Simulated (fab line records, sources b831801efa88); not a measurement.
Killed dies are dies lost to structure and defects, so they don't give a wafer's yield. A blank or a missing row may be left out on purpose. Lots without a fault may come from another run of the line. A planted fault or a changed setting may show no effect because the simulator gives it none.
Chamber matching | flow gf180mcu | GF_V3_CVD_02 on pecvd-03: 3 sister chambers
The step deposits SiO2 from TEOS, target thk 850 nm, time 94.851 s. 14 wafers are shown with their chamber, then 7 later ones without.

WAFERS WITH THEIR CHAMBER
wafer  | chamber | rf_fwd_power_W (W) | heater_power_w (W)
L307.2 | 2       | 598.2              | 600
L307.4 | 0       | 595.3              | 531
L307.5 | 2       | 596.2              | 638
L308.3 | 2       | 597.5              | 642
L308.4 | 1       | 596.3              | 570
L308.5 | 1       | 596.6              | 614
L310.4 | 2       | 599.9              | 496
L310.5 | 0       | 596.3              | 542
L310.6 | 1       | 595.9              | 464
L316.4 | 2       | 595.1              | 614
L316.5 | 1       | 597.3              | 454
L316.6 | 0       | 597.0              | 637
L317.1 | 2       | 598.8              | 523
L317.3 | 0       | 597.5              | 605

SIGNATURES (means of the wafers above)
reading        | chamber 0 | chamber 1 | chamber 2 | scatter within a chamber
rf_fwd_power_W | 596.525   | 596.525   | 597.617   | 1.32
heater_power_w | 578.75    | 525.50    | 585.50    | 64.2
Rule: a wafer's distance from a chamber is the root of the sum, over the readings, of the square of ((its reading less the chamber's mean) divided by the reading's scatter). The wafer belongs to the nearest chamber; if the next one is less than 2 further off, it can't be placed. The scatter: the root of (the sum of the squares of (reading less its chamber's mean) over the shown wafers, divided by (wafers less chambers)).

WAFERS WITHOUT THEIR CHAMBER
wafer  | rf_fwd_power_W (W) | heater_power_w (W)
L317.4 | 598.6              | 584
L320.3 | 595.1              | 537
L320.5 | 593.9              | 578
L320.6 | 599.1              | 524
L319.4 | 597.1              | 524
L319.5 | 594.9              | 613
L319.6 | 596.9              | 568

WHICH CHAMBER EACH WENT THROUGH
wafer  | from the rows above          | in truth
L317.4 | can't be placed: 2 or 0 or 1 | 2
L320.3 | can't be placed: 1 or 0 or 2 | 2
L320.5 | can't be placed: 0 or 1 or 2 | 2
L320.6 | can't be placed: 2 or 1 or 0 | 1
L319.4 | can't be placed: 1 or 0 or 2 | 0
L319.5 | can't be placed: 0 or 1 or 2 | 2
L319.6 | can't be placed: 0 or 2 or 1 | 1
Placed correctly: 0 of 7. Can't be placed from these rows: 7 (the true chamber is among the candidates in 7). Placed wrongly: 0.
